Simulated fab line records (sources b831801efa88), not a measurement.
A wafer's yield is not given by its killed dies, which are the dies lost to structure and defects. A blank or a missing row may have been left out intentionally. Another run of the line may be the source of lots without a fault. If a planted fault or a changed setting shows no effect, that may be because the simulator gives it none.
Split-lot trial ; flow sfq_line ; on a route of 325 steps: 5 lots, 23 wafers read

== SPLIT DETAILS ==
At SFQ_TRILAYER_L0_BARC_OPEN_METAL_ETCH_010 (etches BARC in O2, target depth 125 nm, time 41.7 s), the setting time_s was moved away from the recipe's 41.7 s on 9 of the 23 wafers read, by -12.9% to +15.0%. For the rest of the wafers, this setting stayed at what the recipe calls for.

The reading comes from the split's own step.

== THE READING ==
KrF_of_TRILAYER_L0_LITHO_COAT_005.thk_nm (the simulator's own value, which no gauge read), in nm, at SFQ_TRILAYER_L0_BARC_OPEN_METAL_ETCH_010 (etches BARC in O2, target depth 125 nm, time 41.7 s). No usual value for it is given in the file. Across the 14 wafers here that went through the recipe, the average is 522.7 nm and the standard deviation 1.9 nm.

wafer;tool, chamber at the split;time_s as run, s;against the recipe;KrF_of_TRILAYER_L0_LITHO_COAT_005.thk_nm, nm;against lot-mates on the recipe
L078.2;rie_metal-04, 0;36.32;-12.9%;530.3;+6.8
L078.3;rie_metal-04, 0;41.7;recipe;525.6;-
L078.4;rie_metal-04, 1;36.32;-12.9%;529.9;+6.4
L078.5;rie_metal-04, 1;41.7;recipe;521.5;-
L078.6;rie_metal-04, 0;36.32;-12.9%;531.3;+7.8
L079.1;rie_metal-02, 1;41.7;recipe;525.7;-
L079.2;rie_metal-02, 0;41.7;recipe;524.7;-
L079.3;rie_metal-02, 0;41.7;recipe;523.4;-
L081.1;rie_metal-01, 1;41.7;recipe;520.1;-
L081.2;rie_metal-01, 0;41.7;recipe;519.7;-
L081.4;rie_metal-01, 0;41.7;recipe;522.6;-
L081.5;rie_metal-01, 1;41.7;recipe;521;-
L081.6;rie_metal-01, 0;41.7;recipe;520.4;-
L083.1;rie_metal-04, 0;47.94;+15.0%;518.5;-4.7
L083.3;rie_metal-04, 0;47.94;+15.0%;516.5;-6.7
L083.4;rie_metal-04, 1;41.7;recipe;522.8;-
L083.5;rie_metal-04, 0;47.94;+15.0%;517.3;-5.9
L083.6;rie_metal-04, 1;41.7;recipe;523.6;-
L084.1;rie_metal-04, 1;41.7;recipe;523.5;-
L084.2;rie_metal-04, 0;45.83;+9.9%;519.4;-3.7
L084.3;rie_metal-04, 1;45.83;+9.9%;516.1;-7.0
L084.5;rie_metal-04, 0;45.83;+9.9%;520.7;-2.4
L084.6;rie_metal-04, 1;41.7;recipe;522.7;-

THE FIT
A straight line over all 23 wafers: KrF_of_TRILAYER_L0_LITHO_COAT_005.thk_nm changes by -0.46 nm for each +1% of time_s; r = -0.89; the points scatter about the line by 1.9 nm.
The same after taking each lot's own level away (the mean of its wafers on the recipe; 23 wafers): -0.456 nm for each +1%; r = -0.94; scatter 1.3 nm.
That fit puts the effect of the largest move of time_s on the reading at 6.8 nm.
From 520.76 to 524.60 nm: that is the span of the lots' own levels, equal to 2.1 times the standard deviation above.
The two slopes agree, so the slope changes little with the lot-to-lot level.
Check: for one of the wafers moved furthest among these (+15.0%), held out of the fit, the line's prediction against its lot-mates is -6.9 nm. It came out at -4.7 nm against them.

== FURTHER SPLITS ON THESE WAFERS ==
Before the reading, these wafers also passed through other splits. Each is held against what the fit with the lots' levels taken away leaves over:
other split on the same wafers;wafers away from the commonest value;r with KrF_of_TRILAYER_L0_LITHO_COAT_005.thk_nm (lot level and that fit taken away)
SFQ_TRILAYER_L0_LITHO_COAT_010 spin_rpm;8;+0.20

== FILE'S OWN FIT ==
KrF_of_TRILAYER_L0_LITHO_COAT_005.thk_nm changes by -0.45 nm for each +1% of time_s, r = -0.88.
